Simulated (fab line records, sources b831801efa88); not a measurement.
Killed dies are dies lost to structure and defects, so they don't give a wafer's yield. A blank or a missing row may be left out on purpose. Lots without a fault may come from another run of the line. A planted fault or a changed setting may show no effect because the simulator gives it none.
Split-lot experiment | flow sky130 | 5 lots, 23 wafers read, on a route of 708 steps

THE SPLIT
At SKY_VT_ADJUST_HVTP_EXPOSE_04 (exposes mask HVTPM, target cd 380 nm), the setting dose_mj was moved away from the recipe's 140 on 6 of the 23 wafers read, by -6.4% to +7.4%. The other wafers ran this setting at the recipe's value.

FROM THE SPLIT TO THE READING: what the file shows between them, 2 steps
- SKY_VT_ADJUST_HVTP_PEB_05
- SKY_VT_ADJUST_HVTP_DEVELOP_06: develop time 61.85 s

THE READING
cd_nm, in nm, at SKY_VT_ADJUST_HVTP_CD_MEAS_07 (target cd 380 nm). Fault-free wafers of this fab line usually give 380.3 nm, standard deviation 2.1 nm.

wafer  | tool, chamber at the split | dose_mj as run | against the recipe | cd_nm, nm | against lot-mates on the recipe
L074.1 | iline_stepper-02, 0        | 140            | recipe             | 381.5     | -
L074.2 | iline_stepper-02, 0        | 140            | recipe             | 381.1     | -
L074.3 | iline_stepper-02, 0        | 140            | recipe             | 383.5     | -
L074.5 | iline_stepper-02, 0        | 140            | recipe             | 381.9     | -
L074.6 | iline_stepper-02, 0        | 140            | recipe             | 380.4     | -
L079.2 | iline_stepper-01, 0        | 140            | recipe             | 377.0     | -
L079.4 | iline_stepper-01, 0        | 140            | recipe             | 378.5     | -
L079.5 | iline_stepper-01, 0        | 140            | recipe             | 378.7     | -
L081.1 | iline_stepper-02, 0        | 140            | recipe             | 377.8     | -
L081.2 | iline_stepper-02, 0        | 140            | recipe             | 380.1     | -
L081.3 | iline_stepper-02, 0        | 140            | recipe             | 380.1     | -
L081.4 | iline_stepper-02, 0        | 140            | recipe             | 381.3     | -
L081.6 | iline_stepper-02, 0        | 140            | recipe             | 379.8     | -
L082.1 | iline_stepper-02, 0        | 140            | recipe             | 384.8     | -
L082.2 | iline_stepper-02, 0        | 131.1          | -6.4%              | 366.6     | -17.9
L082.3 | iline_stepper-02, 0        | 140            | recipe             | 384.3     | -
L082.4 | iline_stepper-02, 0        | 131.1          | -6.4%              | 365.0     | -19.6
L082.6 | iline_stepper-02, 0        | 131.1          | -6.4%              | 364.3     | -20.2
L084.1 | iline_stepper-01, 0        | 150.4          | +7.4%              | 404.4     | +22.3
L084.2 | iline_stepper-01, 0        | 140            | recipe             | 382.8     | -
L084.3 | iline_stepper-01, 0        | 150.4          | +7.4%              | 400.7     | +18.6
L084.4 | iline_stepper-01, 0        | 140            | recipe             | 381.4     | -
L084.6 | iline_stepper-01, 0        | 150.4          | +7.4%              | 403.0     | +20.9

THE FIT
A straight line over all 23 wafers: cd_nm changes by +2.73 nm for each +1% of dose_mj; r = +0.98; the points scatter about the line by 2.2 nm.
The same after taking each lot's own level away (the mean of its wafers on the recipe; 23 wafers): +2.88 nm for each +1%; r = +0.99; scatter 1.1 nm.
On that fit, the largest move of dose_mj shifts the reading by 21 nm.
The lots' own levels span 378.07 to 384.55 nm, that is 3.1 times the standard deviation above.
So the lot-to-lot level changes the slope little: the two slopes agree.
Check: with one of the wafers moved furthest among these (+7.4%) left out of the fit, the line predicts +20.9 nm for it against its lot-mates. It came out at +22.3 nm against them.

OTHER SPLITS ON THESE WAFERS
These wafers also went through other splits before the reading. Each is held against what the fit with the lots' levels taken away leaves over:
other split on the same wafers      | wafers away from the commonest value | r with cd_nm (lot level and that fit taken away)
SKY_FIELD_ISO_OXIDATION_01 temp_c   | 15                                   | -0.11
SKY_FIELD_ISO_COAT_07 resist_thk_nm | 11                                   | -0.38
SKY_FIELD_ISO_ETCH_17 time_s        | 10                                   | -0.13
SKY_PWDE_SOFTBAKE_03 temp_c         | 11                                   | +0.09
SKY_NWELL_SOFTBAKE_06 temp_c        | 10                                   | -0.03

THE WHOLE CHAIN: every reading that the file lists as answering this split, in the file's order
step                          | what it does         | reading                                                               | change (the file's fit)              | r (the file's)
SKY_VT_ADJUST_HVTP_DEVELOP_06 | develop time 61.85 s | VT_ADJUST_HVTP.cd_nm (the simulator's own value, which no gauge read) | +2.9 nm for each +1% of the setting  | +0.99
SKY_VT_ADJUST_HVTP_CD_MEAS_07 | target cd 380 nm     | cd_nm                                                                 | +2.88 nm for each +1% of the setting | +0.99

THE FILE'S OWN FIT
cd_nm changes by +2.88 nm for each +1% of dose_mj, r = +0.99.
